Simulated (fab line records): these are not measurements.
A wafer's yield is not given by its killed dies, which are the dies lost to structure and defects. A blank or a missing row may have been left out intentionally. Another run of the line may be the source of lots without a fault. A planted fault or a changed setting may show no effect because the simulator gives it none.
Problem report, 8D (eight disciplines) form, completed by code / flow sky130 / the parts of the form that need people (team, actions taken, sign-off) are left out

== 1. THE ISSUE ==
Mean of spin_speed_rpm at SKY_VIA3_COAT_07: 3059.6 rpm across 9 wafers in 3 lots; on wafers with no fault it is 2999.9 rpm (standard deviation 2.5). Relative to the usual mean, that is a shift of +24 standard deviations.
The step: resist thk 450 nm.
Earliest sighting: wafer L917.2 on litho_track-01 at day 42 13:00. The record has a number at this step for 21 wafers belonging to 7 lots. The rule behind "out" and "out of limits": a value lying over 4 standard deviations away from the usual mean. Any other wafer with a number is counted as sound.

== 2. WHAT IT IS, AND WHAT IT ISN'T ==
question=which readings at this step | is=spin_speed_rpm | is not=-
question=which lots | is=L917, L919, L920 | is not=L907, L912, L927, L928
question=which wafers of those lots | is=all that have a number | is not=-
question=read on which tools | is=litho_track-01 | is not=litho_track-03
question=when | is=from day 42 13:00 | is not=up to then (6 sound wafers); but 6 sound wafers of L927, L928 came after

== 3. WHAT RULES OUT EACH SUSPECT ==
Counting: a tool at any process step up to the reading remains a suspect when it ran all the lots that are out and ran no sound lot after the first of those.
- litho_track-01 at SKY_VIA3_COAT_07 (resist thk 450 nm): kept. Every lot that is out went through it, starting with L917 (day 42 13:00), and after that it ran no sound lot; the last sound lot it ran before then is L907 (day 39 14:00). Its own spin_speed_rpm readings are out on those wafers.
The count leaves litho_track-01 at SKY_VIA3_COAT_07.

== 4. THE CAUSE (what the simulator had put in) ==
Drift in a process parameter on litho_track-01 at SKY_VIA3_COAT_07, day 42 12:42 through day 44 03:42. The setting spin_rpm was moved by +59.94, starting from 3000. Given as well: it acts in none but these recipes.
Counting left only this tool.

== 5. THE EFFECT CHAIN, in route order ==
Rows list readings where the struck wafers' mean (over those with a number) sits beyond 3 standard deviations from the usual. Readings are gone through only where the record gives a usual standard deviation; hours: the median, over the lots, of the time from a lot's start at the first step in this table giving one to that lot's start at this step; sigmas: the change measured in usual standard deviations.
hours=0; step=SKY_VIA3_COAT_07; reading=spin_speed_rpm; usual=2999.9 rpm; on struck wafers=3059.6; change=+59.7; sigmas=+24
Its process steps:
- SKY_VIA3_COAT_07: resist thk 450 nm.
Later steps that measure or inspect, where all struck wafers having a row at the step show a number for every such reading and not one has moved that far: SKY_VIA3_CD_MEAS_12, SKY_VIA3_OVL_MEAS_13.

== 6. WHAT WOULD HAVE CAUGHT IT SOONER ==
The fault began at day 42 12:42; the first out-of-limits reading in this record came at day 42 13:00, 0 hours later.
